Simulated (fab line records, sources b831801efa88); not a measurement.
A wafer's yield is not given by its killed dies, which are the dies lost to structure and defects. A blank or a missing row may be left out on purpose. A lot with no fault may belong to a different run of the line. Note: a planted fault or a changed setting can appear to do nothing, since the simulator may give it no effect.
Code-filled problem report in 8D (eight disciplines) form + flow sky130 + the parts of the form that need people (team, actions taken, sign-off) are left out

1. THE PROBLEM
At SKY_VIA1_SOFTBAKE_08, run length s averages 72.89 s over 6 wafers from 2 lots, while fault-free wafers read 119.12 s, standard deviation 0.25. So: -99 or more standard deviations from the usual mean.
The step: time 90 s.
Earliest sighting: wafer L222.3 on litho track-01 at day 38 02:00. The record has a number at this step for 36 wafers belonging to 12 lots. Rule for "out" (also "out of limits"): further than 4 standard deviations from the usual mean. The rest of the wafers with a number are treated as sound.

2. WHAT IT IS, WHAT IT ISN'T
| question                    | is                                 | is not                                                                          |
|-----------------------------|------------------------------------|---------------------------------------------------------------------------------|
| which readings at this step | run length s, heater power total W | -                                                                               |
| which lots                  | L222, L224                         | L208, L209, L210, L212, L215, L218, L219, L227, L228, L229                      |
| which wafers of those lots  | all that have a number             | -                                                                               |
| read on which tools         | litho track-01                     | litho track-02, litho track-03                                                  |
| when                        | from day 38 02:00                  | up to then (21 sound wafers); but 9 sound wafers of L227, L228, L229 came after |

3. THE SUSPECTS, EACH WITH WHAT RULES IT OUT
Counting: a tool at a process step up to the reading stays a suspect if it ran every lot that is out and no sound lot after the first of them.
- litho track-01 at SKY_VIA1_SOFTBAKE_08 (time 90 s): kept. It ran every lot that is out, first L222 (day 38 02:00), and no sound lot after that; its last sound lot up to then is L215 (day 35 22:00). Out on those wafers are its own readings of heater power total W, run length s.
Left after counting: litho track-01 at SKY_VIA1_SOFTBAKE_08.

4. THE CAUSE (what the simulator had put in)
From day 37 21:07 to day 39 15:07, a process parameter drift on litho track-01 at SKY_VIA1_SOFTBAKE_08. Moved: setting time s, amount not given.
The count eliminated every tool but this one.

5. THE EFFECT CHAIN, in route order
Each row: a reading where the mean over the struck wafers with a number is more than 3 standard deviations away from the usual. Only readings whose record carries a usual standard deviation are examined. hours: median over the lots of the time between each lot's start at the first step of this table that gives one and its start at this step. sigmas: the change, counted in usual standard deviations.
| hours | step                 | reading              | usual    | on struck wafers | change | sigmas      |
|-------|----------------------|----------------------|----------|------------------|--------|-------------|
| 0     | SKY_VIA1_SOFTBAKE_08 | heater power total W | 57.35 W  | 73.02            | +15.67 | +99 or more |
| 0     | SKY_VIA1_SOFTBAKE_08 | run length s         | 119.12 s | 72.89            | -46.23 | -99 or more |
Its process steps:
- SKY_VIA1_SOFTBAKE_08: time 90 s.
Readings that are blank on the struck wafers while sound wafers have them: plate temp C at SKY_VIA1_SOFTBAKE_08.

6. WHAT WOULD HAVE CAUGHT IT SOONER
In this record the first reading out of limits was taken at day 38 02:00, 5 hours after the fault began at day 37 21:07.
